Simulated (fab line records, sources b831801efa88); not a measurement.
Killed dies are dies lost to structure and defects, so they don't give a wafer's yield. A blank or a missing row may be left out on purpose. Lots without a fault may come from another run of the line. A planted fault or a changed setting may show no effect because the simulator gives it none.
Which tool did it? | flow sfq_line | 14 lots, 42 wafers sampled, at 4 steps of a route of 325

WHAT THE GAUGES READ, wafer by wafer
SFQ_I1_OVL_MEAS_913.
lot  | measured     | on         | I1_OVL (nm)
L255 | day 16 09:01 | overlay-01 | 0 1 1
L257 | day 22 21:29 | overlay-02 | 1 8 6
L258 | day 23 03:29 | overlay-01 | -1 2 0
L259 | day 23 19:06 | overlay-01 | -11 -8 -8
L260 | day 24 11:53 | overlay-02 | 6 1 -1
L261 | day 25 03:29 | overlay-02 | 5 4 4
L263 | day 25 13:05 | overlay-01 | 5 6 1
L264 | day 26 12:05 | overlay-01 | 8 10 4
L265 | day 26 14:29 | overlay-01 | 6 0 0
L266 | day 27 01:44 | overlay-02 | -3 2 5
L268 | day 27 09:35 | overlay-01 | -8 -6 -5
L269 | day 34 05:45 | overlay-01 | -4 -5 -2
L272 | day 35 11:40 | overlay-02 | -4 -3 -5
L273 | day 35 15:16 | overlay-01 | -3 1 -2

SFQ_I3_OVL_MEAS_923.
lot  | measured     | on         | I3_OVL (nm)
L255 | day 31 14:07 | overlay-01 | 14 -1 2
L257 | day 37 12:59 | overlay-02 | 0 3 7
L258 | day 37 15:23 | overlay-02 | 8 0 6
L259 | day 38 02:04 | overlay-02 | 2 4 8
L260 | day 38 03:15 | overlay-02 | 4 -2 3
L261 | day 40 21:02 | overlay-01 | -6 -12 -11
L263 | day 45 12:16 | overlay-02 | 2 -5 -8
L264 | day 46 10:46 | overlay-02 | 2 0 -4
L265 | day 46 11:59 | overlay-02 | 5 8 -6
L266 | day 46 19:17 | overlay-02 | 7 -6 -2
L268 | day 47 11:36 | overlay-01 | -7 -2 -6
L269 | day 52 05:02 | overlay-02 | -6 -2 -9
L272 | day 52 18:14 | overlay-02 | 1 0 -6
L273 | day 53 01:44 | overlay-02 | 2 -3 -1

WHICH TOOL RAN EACH LOT (tool, then ch and the chambers of the sampled wafers, then the start)
lot  | SFQ_TRILAYER_I0_DEP_PECVD_027   | SFQ_TRILAYER_I3_CMP_CMP_082
L255 | pecvd-04 ch 0,1, day 11 00:42   | cmp-02 ch 0,1,3, day 25 06:53
L257 | pecvd-02 ch 0,1, day 11 13:30   | cmp-01 ch 0,2,3, day 30 17:35
L258 | pecvd-02 ch 0,2, day 11 20:42   | cmp-01 ch 2,3, day 31 02:15
L259 | pecvd-04 ch 0,1,2, day 12 04:43 | cmp-01 ch 1,2,3, day 32 10:47
L260 | pecvd-02 ch 0,2, day 12 11:06   | cmp-01 ch 0,1,2, day 32 16:17
L261 | pecvd-02 ch 0,2, day 12 23:06   | cmp-02 ch 1,2,3, day 39 17:41
L263 | pecvd-02 ch 0,2, day 13 09:54   | cmp-01 ch 0,1,3, day 45 04:50
L264 | pecvd-02 ch 0,2, day 13 14:42   | cmp-02 ch 1,2, day 46 03:21
L265 | pecvd-03 ch 1,2, day 13 20:49   | cmp-01 ch 1,2,3, day 46 04:50
L266 | pecvd-02 ch 0,1,2, day 14 07:35 | cmp-01 ch 0,2,3, day 46 07:50
L268 | pecvd-02 ch 0,2, day 15 03:57   | cmp-02 ch 0,2,3, day 46 16:21
L269 | pecvd-02 ch 0,2, day 15 11:19   | cmp-02 ch 1,2,3, day 47 11:21
L272 | pecvd-02 ch 1,2, day 16 10:04   | cmp-02 ch 0,1, day 47 22:51
L273 | pecvd-03 ch 1,2, day 16 14:15   | cmp-02 ch 0,2,3, day 48 04:21
- SFQ_TRILAYER_I0_DEP_PECVD_027: deposits SiO2 from SiH4/N2O, time 111.11 s, target thk 500 nm.
- SFQ_TRILAYER_I3_CMP_CMP_082: polishes SiO2.

WHAT THE TOOLS THEMSELVES READ (means of the sampled wafers that have a number; where no wafer has one, the mark that the record gives instead)
SFQ_TRILAYER_I0_DEP_PECVD_027.
lot  | tool     | heater_power_w (W) | throttle_valve_pct (%)
L255 | pecvd-04 | 83                 | 24.2
L257 | pecvd-02 | 94                 | 25.0
L258 | pecvd-02 | 84                 | 24.6
L259 | pecvd-04 | 88                 | 23.9
L260 | pecvd-02 | 83                 | 24.2
L261 | pecvd-02 | 85                 | 24.6
L263 | pecvd-02 | 87                 | 24.2
L264 | pecvd-02 | 89                 | 24.1
L265 | pecvd-03 | 79                 | 24.4
L266 | pecvd-02 | 90                 | 24.7
L268 | pecvd-02 | 81                 | 24.1
L269 | pecvd-02 | 81                 | 24.1
L272 | pecvd-02 | 87                 | 24.8
L273 | pecvd-03 | 82                 | 24.8

SFQ_TRILAYER_I3_CMP_CMP_082.
lot  | tool   | edge_zone_pressure_frac | motor_current_A (A) | time_to_endpoint_s (s)
L255 | cmp-02 | 1.002                   | 9.4                 | 216
L257 | cmp-01 | 1.001                   | 9.6                 | 216
L258 | cmp-01 | 1.002                   | 9.6                 | 221
L259 | cmp-01 | 0.995                   | 10.3                | 211
L260 | cmp-01 | 1.005                   | 10.6                | 211
L261 | cmp-02 | 1.000                   | 9.6                 | 223
L263 | cmp-01 | 0.998                   | 10.5                | 212
L264 | cmp-02 | 1.002                   | 9.9                 | 218
L265 | cmp-01 | 1.007                   | 10.2                | 216
L266 | cmp-01 | 1.001                   | 9.7                 | 208
L268 | cmp-02 | 1.000                   | 9.6                 | 212
L269 | cmp-02 | 1.003                   | 9.8                 | 220
L272 | cmp-02 | 0.999                   | 9.0                 | 186
L273 | cmp-02 | 0.999                   | 10.1                | 180

THE ANSWER, worked out from the rows above alone
Rule: what is usual is taken from the lots themselves. Put in order of their means at a reading, lots are off if they are a third of the lots or fewer, leave a main group of 4 or more, and stand apart from it by a gap of 3 or more times the standard deviation of the main group's means; of several such gaps the widest counts. A main group whose means are all the same, to the digits that the tables above print for the reading, isn't used. A lot without any number at a reading at which 4 lots or more have one is off too. The other lots that the step has rows for count as sound. The gauges are gone through in route order, then the tools' own readings, and for those a lot's mean is taken as printed above. The first step at which some lot is off is used, and at that step the reading that is off furthest; a lot without a number counts as furthest.
Off: L272, L273, at SFQ_TRILAYER_I3_CMP_CMP_082 (time_to_endpoint_s). The main group: mean 215 s, standard deviation 4.4.
A tool fits if, at that step or a process step before it, it ran every lot that is off, and no sound lot after the first of them. One fits: cmp-02 at SFQ_TRILAYER_I3_CMP_CMP_082. Its last sound lot is L269 (day 47 11:21), its first lot that is off L272 (day 47 22:51): a fault that began between those two fits.
The tool's own readings at SFQ_TRILAYER_I3_CMP_CMP_082 bear it out: on the lots that are off they differ by more than 5 times the standard deviation of the sound lots' means. time_to_endpoint_s reads 183 s there against 215 s on the sound lots.

WHAT THE SIMULATOR HAD PUT IN
Process parameter drift: cmp-02, from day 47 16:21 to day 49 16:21, at SFQ_TRILAYER_I3_CMP_CMP_082. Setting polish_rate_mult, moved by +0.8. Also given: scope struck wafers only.
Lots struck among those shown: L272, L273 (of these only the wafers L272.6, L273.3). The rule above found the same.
